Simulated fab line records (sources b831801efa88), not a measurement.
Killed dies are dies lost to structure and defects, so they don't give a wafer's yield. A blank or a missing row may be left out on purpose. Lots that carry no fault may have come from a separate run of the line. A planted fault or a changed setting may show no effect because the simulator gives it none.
8D (eight disciplines) problem report, filled in by code :: flow sky130 :: the parts of the form that need people (team, actions taken, sign-off) are left out

1. WHAT IS WRONG
heaterPowerTotalW at SKY_GATE_OXIDE_SOFTBAKE_06 reads a mean of 60.06 W on 6 wafers of 2 lots; wafers without a fault read 56.59 W with a standard deviation of 0.048. That puts it +72 standard deviations away from the usual mean.
The step: time 60 s.
First seen on wafer L255.2, day 18 17:32, on lithoTrack-04. Wafers with a number at this step in the record: 42, from 14 lots. The rule behind "out" and "out of limits": a value lying over 4 standard deviations away from the usual mean. All remaining wafers that have a number are taken as sound.

2. WHAT IT IS AND WHAT IT IS NOT
question: which readings at this step
is: heaterPowerTotalW
is not: -

question: which lots
is: L255, L256
is not: L240, L242, L243, L244, L246, L247, L250, L257, L258, L259, L261, L263

question: which wafers of those lots
is: all that have a number
is not: -

question: read on which tools
is: lithoTrack-04
is not: lithoTrack-01, lithoTrack-02

question: when
is: from day 18 17:32
is not: up to then (21 sound wafers); but 15 sound wafers of L257, L258, L259, L261, L263 came after

3. WHAT RULES OUT EACH SUSPECT
Counting: a tool at any process step up to the reading remains a suspect when it ran all the lots that are out and ran no sound lot after the first of those.
- lithoTrack-04 at SKY_GATE_OXIDE_SOFTBAKE_06 (time 60 s): kept. Every lot that is out went through it, starting with L255 (day 18 17:32), and after that it ran no sound lot; the last sound lot it ran before then is L247 (day 16 02:02). On those wafers its own readings are out: heaterPowerTotalW.
The count leaves lithoTrack-04 at SKY_GATE_OXIDE_SOFTBAKE_06.

4. THE CAUSE (what the simulator had put in)
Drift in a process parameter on lithoTrack-04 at SKY_GATE_OXIDE_SOFTBAKE_06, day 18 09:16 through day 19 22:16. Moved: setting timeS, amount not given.
After counting, this tool was the only one left.

5. THE EFFECT CHAIN, in route order
One row per reading whose mean, taken over the struck wafers that have a number, lies over 3 standard deviations from the usual. Only readings whose record carries a usual standard deviation are examined. hours: median over the lots of the time between each lot's start at the first step of this table that gives one and its start at this step. sigmas: the change, counted in usual standard deviations.
hours: 0
step: SKY_GATE_OXIDE_SOFTBAKE_06
reading: heaterPowerTotalW
usual: 56.59 W
on struck wafers: 60.06
change: +3.47
sigmas: +72
It contains these process steps:
- SKY_GATE_OXIDE_SOFTBAKE_06: time 60 s.
Later measuring or inspecting steps at which every struck wafer that the step has a row for has a number for every such reading, and none has moved that far: SKY_POLY_GATE_THK_MEAS_01.

6. HOW IT WOULD HAVE BEEN CAUGHT EARLIER
In this record the first reading out of limits was taken at day 18 17:32, 8 hours after the fault began at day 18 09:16.
